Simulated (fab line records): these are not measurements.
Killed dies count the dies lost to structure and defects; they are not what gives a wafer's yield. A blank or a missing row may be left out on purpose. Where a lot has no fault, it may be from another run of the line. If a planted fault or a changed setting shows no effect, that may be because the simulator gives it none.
What tool caused it? -- flow gf180mcu -- 14 lots with 40 wafers sampled at 5 steps, on a route of 602 steps

## WHAT THE GAUGES READ, wafer by wafer
GF_SAB_CD_MEAS_09: the cd target is 420 nm.
lot,measured,on,cd-nm (nm)
L350,day 14 14:23,cd-sem-02,418.3 419.9 418.0
L351,day 15 19:37,cd-sem-01,420.2 420.5 419.5
L352,day 16 10:32,cd-sem-02,423.4 423.8 422.7
L353,day 16 12:50,cd-sem-02,423.8 423.5 421.9
L358,day 18 10:28,cd-sem-02,422.1 419.5
L361,day 19 16:31,cd-sem-01,417.9 418.8
L364,day 20 17:50,cd-sem-02,421.5 420.9 421.7
L365,day 21 01:16,cd-sem-02,419.8 420.8 421.8
L366,day 21 03:17,cd-sem-02,419.6 422.0 421.4
L368,day 21 22:59,cd-sem-02,419.7 420.0 420.7
L369,day 22 01:50,cd-sem-02,419.0 419.0 420.3
L370,day 22 10:22,cd-sem-02,418.7 419.1 420.2
L372,day 22 23:15,cd-sem-01,420.7 422.3 421.4
L373,day 23 05:23,cd-sem-02,413.3 416.0 415.8

GF_SALICIDE_RS_MEAS_04: uses a four-point probe to measure.
lot,measured,on,SALICIDE_TIN_RS (ohm/sq)
L350,day 14 14:56,film-metro-01,16.0 16.4 16.0
L351,day 15 20:10,film-metro-02,16.7 16.7 16.6
L352,day 16 11:06,film-metro-02,16.9 16.8 16.7
L353,day 16 13:24,film-metro-01,16.1 16.3 16.1
L358,day 18 11:01,film-metro-04,21.5 16.7
L361,day 19 17:05,film-metro-01,22.6 17.1
L364,day 20 18:24,film-metro-01,16.0 15.8 15.7
L365,day 21 01:50,film-metro-01,16.1 16.6 15.8
L366,day 21 03:51,film-metro-01,16.6 16.2 16.5
L368,day 21 23:32,film-metro-02,16.7 16.5 16.6
L369,day 22 02:23,film-metro-02,16.6 16.6 17.1
L370,day 22 10:55,film-metro-02,16.3 16.8 16.4
L372,day 22 23:48,film-metro-02,16.6 16.7 16.6
L373,day 23 05:58,film-metro-01,16.5 16.5 16.6

GF_CONTACT_OVL_MEAS_15.
lot,measured,on,CONTACT_OVL (nm)
L350,day 15 13:34,overlay-02,9 13 7
L351,day 16 20:10,overlay-02,15 7 8
L352,day 17 11:39,overlay-02,6 9 8
L353,day 17 13:33,overlay-02,-12 -9 -8
L358,day 19 12:51,overlay-02,1 0
L361,day 20 18:21,overlay-02,-2 1
L364,day 21 19:49,overlay-02,1 4 2
L365,day 22 03:17,overlay-02,9 13 14
L366,day 22 05:12,overlay-02,2 -3 4
L368,day 22 23:40,overlay-02,-11 -4 2
L369,day 23 03:00,overlay-02,13 6 6
L370,day 23 10:21,overlay-01,-3 0 9
L372,day 23 23:33,overlay-02,-4 0 2
L373,day 24 05:48,overlay-02,-3 -1 -1

## TOOL THAT RAN EACH LOT (tool first, then ch and the chambers of the sampled wafers, then the start)
lot,GF_SALICIDE_SPUTTER_02,GF_SALICIDE_RTA_08
L350,"pvd-sputter-03, day 14 14:52","rtp-anneal-01 ch 0, day 14 15:18"
L351,"pvd-sputter-04, day 15 20:06","rtp-anneal-01 ch 0, day 15 20:33"
L352,"pvd-sputter-04, day 16 11:03","rtp-anneal-01 ch 0, day 16 11:29"
L353,"pvd-sputter-03, day 16 13:21","rtp-anneal-01 ch 0, day 16 13:46"
L358,"pvd-sputter-04, day 18 10:56","rtp-anneal-02 ch 0, day 18 11:23"
L361,"pvd-sputter-04, day 19 17:02","rtp-anneal-02 ch 0, day 19 17:28"
L364,"pvd-sputter-01, day 20 18:20","rtp-anneal-01 ch 0, day 20 18:46"
L365,"pvd-sputter-01, day 21 01:47","rtp-anneal-01 ch 0, day 21 02:13"
L366,"pvd-sputter-03, day 21 03:47","rtp-anneal-01 ch 0, day 21 04:14"
L368,"pvd-sputter-01, day 21 23:26","rtp-anneal-01 ch 0, day 21 23:54"
L369,"pvd-sputter-04, day 22 02:20","rtp-anneal-01 ch 0, day 22 02:45"
L370,"pvd-sputter-03, day 22 10:52","rtp-anneal-02 ch 0, day 22 11:17"
L372,"pvd-sputter-01, day 22 23:44","rtp-anneal-02 ch 0, day 23 00:10"
L373,"pvd-sputter-01, day 23 05:55","rtp-anneal-02 ch 0, day 23 06:26"
- GF_SALICIDE_SPUTTER_02: material Co, target thk 10 nm, time 20 s.
- GF_SALICIDE_RTA_08: time 30 s.

## WHAT THE TOOLS THEMSELVES READ (means of the sampled wafers that have a number; where no wafer has one, the mark that the record gives instead)
GF_SALICIDE_SPUTTER_02.
lot,tool,throttle-valve-pct (%)
L350,pvd-sputter-03,29.2
L351,pvd-sputter-04,29.7
L352,pvd-sputter-04,30.3
L353,pvd-sputter-03,29.8
L358,pvd-sputter-04,29.3
L361,pvd-sputter-04,30.3
L364,pvd-sputter-01,29.4
L365,pvd-sputter-01,29.1
L366,pvd-sputter-03,29.5
L368,pvd-sputter-01,29.3
L369,pvd-sputter-04,30.5
L370,pvd-sputter-03,29.2
L372,pvd-sputter-01,29.8
L373,pvd-sputter-01,29.7

GF_SALICIDE_RTA_08.
lot,tool,anneal-temp-c-max,lamp-power-pct (%),wafer_temp_C_max
L350,rtp-anneal-01,805.7,16.3,802.6
L351,rtp-anneal-01,805.9,16.3,803.2
L352,rtp-anneal-01,804.9,16.3,802.6
L353,rtp-anneal-01,805.3,16.3,801.9
L358,rtp-anneal-02,804.8,17.5,803.8
L361,rtp-anneal-02,805.7,17.5,803.5
L364,rtp-anneal-01,804.9,16.3,802.5
L365,rtp-anneal-01,807.2,16.3,802.1
L366,rtp-anneal-01,805.7,16.3,802.4
L368,rtp-anneal-01,805.1,16.3,803.0
L369,rtp-anneal-01,805.5,16.3,802.9
L370,rtp-anneal-02,805.8,17.5,804.3
L372,rtp-anneal-02,805.6,17.5,803.6
L373,rtp-anneal-02,806.4,17.5,803.7

## THE ANSWER, worked out from the rows above alone
Rule: what is usual is taken from the lots themselves. Put in order of their means at a reading, lots are off if they are a third of the lots or fewer, leave a main group of 4 or more, and stand apart from it by a gap of 3 or more times the standard deviation of the main group's means; of several such gaps the widest counts. If all means in a main group match to the digits the tables above print for the reading, that group is not used. A lot without any number at a reading at which 4 lots or more have one is off too. Where the step has rows for the other lots, those lots are counted as sound. After the gauges, taken in route order, come the tools' own readings; for these a lot's mean is taken, as printed above. The first step at which some lot is off is used, and at that step the reading that is off furthest; a lot without a number counts as furthest.
Off: L358, L361, at GF_SALICIDE_RS_MEAS_04 (SALICIDE_TIN_RS). The main group has a mean of 16.4 ohm/sq with a standard deviation of 0.28.
A tool fits if, at a process step before that reading, it ran every lot that is off, and no sound lot after the first of them. Gauges at GF_SALICIDE_RS_MEAS_04: tried the same way as those tools. No candidate that was tried fits.

## WHAT THE SIMULATOR HAD PUT IN
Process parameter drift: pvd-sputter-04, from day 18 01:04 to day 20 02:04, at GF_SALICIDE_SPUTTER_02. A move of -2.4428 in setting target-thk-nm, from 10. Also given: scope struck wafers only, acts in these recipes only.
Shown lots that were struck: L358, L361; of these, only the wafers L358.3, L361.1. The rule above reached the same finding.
